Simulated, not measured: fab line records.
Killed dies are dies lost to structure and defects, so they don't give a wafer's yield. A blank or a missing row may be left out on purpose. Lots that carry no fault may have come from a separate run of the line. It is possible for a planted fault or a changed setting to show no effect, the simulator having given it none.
Split-lot trial ; flow sky130 ; 23 wafers read from 5 lots, route of 708 steps

ABOUT THE SPLIT
At SKY_VT_ADJUST_PCH_COAT_02 (resist thk 3000 nm), the setting spin_rpm was moved away from the recipe's 2000 rpm on 6 of the 23 wafers read, by -5.1% to +3.8%. For the rest of the wafers, this setting stayed at what the recipe calls for.

The reading is taken at the split's own step.

THE READING
coat_of_VT_ADJUST_PCH_COAT_02.thk_nm (the simulator's own value, which no gauge read), in nm, at SKY_VT_ADJUST_PCH_COAT_02 (resist thk 3000 nm). No usual value for it is given in the file. Across the 17 wafers here that went through the recipe, the average is 3007 nm and the standard deviation 5.4 nm.

wafer;tool, chamber at the split;spin_rpm as run, rpm;against the recipe;coat_of_VT_ADJUST_PCH_COAT_02.thk_nm, nm;against lot-mates on the recipe
L075.1;litho_track-01, 0;2000;recipe;3004;-
L075.4;litho_track-01, 0;2000;recipe;3004;-
L075.2;litho_track-01, 0;2000;recipe;3010;-
L075.3;litho_track-01, 0;2000;recipe;3012;-
L075.6;litho_track-01, 0;2000;recipe;3015;-
L078.1;litho_track-01, 0;2000;recipe;3004;-
L078.3;litho_track-01, 0;1956;-2.2%;3035;+29
L078.4;litho_track-01, 0;2000;recipe;3005;-
L078.5;litho_track-01, 0;1956;-2.2%;3039;+33
L078.6;litho_track-01, 0;2000;recipe;3008;-
L079.1;litho_track-02, 0;2000;recipe;3018;-
L079.2;litho_track-02, 0;2000;recipe;3003;-
L079.4;litho_track-02, 0;2000;recipe;3003;-
L079.3;litho_track-02, 0;1897;-5.1%;3096;+88
L079.5;litho_track-02, 0;1897;-5.1%;3095;+87
L080.1;litho_track-02, 0;2000;recipe;3006;-
L080.4;litho_track-02, 0;2000;recipe;3007;-
L080.5;litho_track-02, 0;2000;recipe;2999;-
L081.1;litho_track-02, 0;2000;recipe;3004;-
L081.2;litho_track-02, 0;2000;recipe;2997;-
L081.4;litho_track-02, 0;2000;recipe;3014;-
L081.5;litho_track-02, 0;2077;+3.8%;2951;-54
L081.6;litho_track-02, 0;2077;+3.8%;2949;-56

FIT RESULTS
A straight line over all 23 wafers: coat_of_VT_ADJUST_PCH_COAT_02.thk_nm changes by -16 nm for each +1% of spin_rpm; r = -0.99; the points scatter about the line by 5.7 nm.
The same after taking each lot's own level away (the mean of its wafers on the recipe; 23 wafers): -15.8 nm for each +1%; r = -0.99; scatter 5.4 nm.
Per that fit: largest spin_rpm move, reading shift of 81 nm.
Across the lots, their own levels run from 3004.0 to 3009.0 nm, a range of 0.9 times the standard deviation given above.
Hence the lot-to-lot level has little effect on the slope; both slopes agree.
Check: for one of the wafers moved furthest among these (-5.1%), held out of the fit, the line's prediction against its lot-mates is +79.4 nm. Against them it came out at +88 nm.

OTHER SPLITS ON THESE WAFERS
These wafers also went through other splits before the reading. Each is held against what the fit with the lots' levels taken away leaves over:
other split on the same wafers;wafers away from the commonest value;r with coat_of_VT_ADJUST_PCH_COAT_02.thk_nm (lot level and that fit taken away)
SKY_FIELD_ISO_OXIDATION_01 ox_time_s;18;-0.07
SKY_FIELD_ISO_DEVELOP_12 develop_time_s;10;+0.16
SKY_FIELD_ISO_STRIP_16 power_w;12;+0.05
SKY_FIELD_ISO_WET_ETCH_29 time_s;15;-0.07
SKY_NWELL_IMPLANT_11 energy_kev;6;-0.13
SKY_NWELL_IMPLANT_24 dose_cm2;7;+0.11
SKY_VT_ADJUST_HVTP_COAT_02 resist_thk_nm;7;+0.25
SKY_VT_ADJUST_HVTR_IMPLANT_09 energy_kev;11;-0.18

THE WHOLE CHAIN: every reading that the file lists as answering this split, in the file's order
step;what it does;reading;change (the file's fit);r (the file's)
SKY_VT_ADJUST_PCH_COAT_02;resist thk 3000 nm;coat_of_VT_ADJUST_PCH_COAT_02.thk_nm (the simulator's own value, which no gauge read);-15.9 nm for each +1% of the setting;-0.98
SKY_VT_ADJUST_PCH_STRIP_09;strips in O2/N2;strip_time_to_endpoint_s;withheld for each +1% of the setting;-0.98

FILE'S OWN FIT
coat_of_VT_ADJUST_PCH_COAT_02.thk_nm changes by -15.9 nm for each +1% of spin_rpm, r = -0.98.
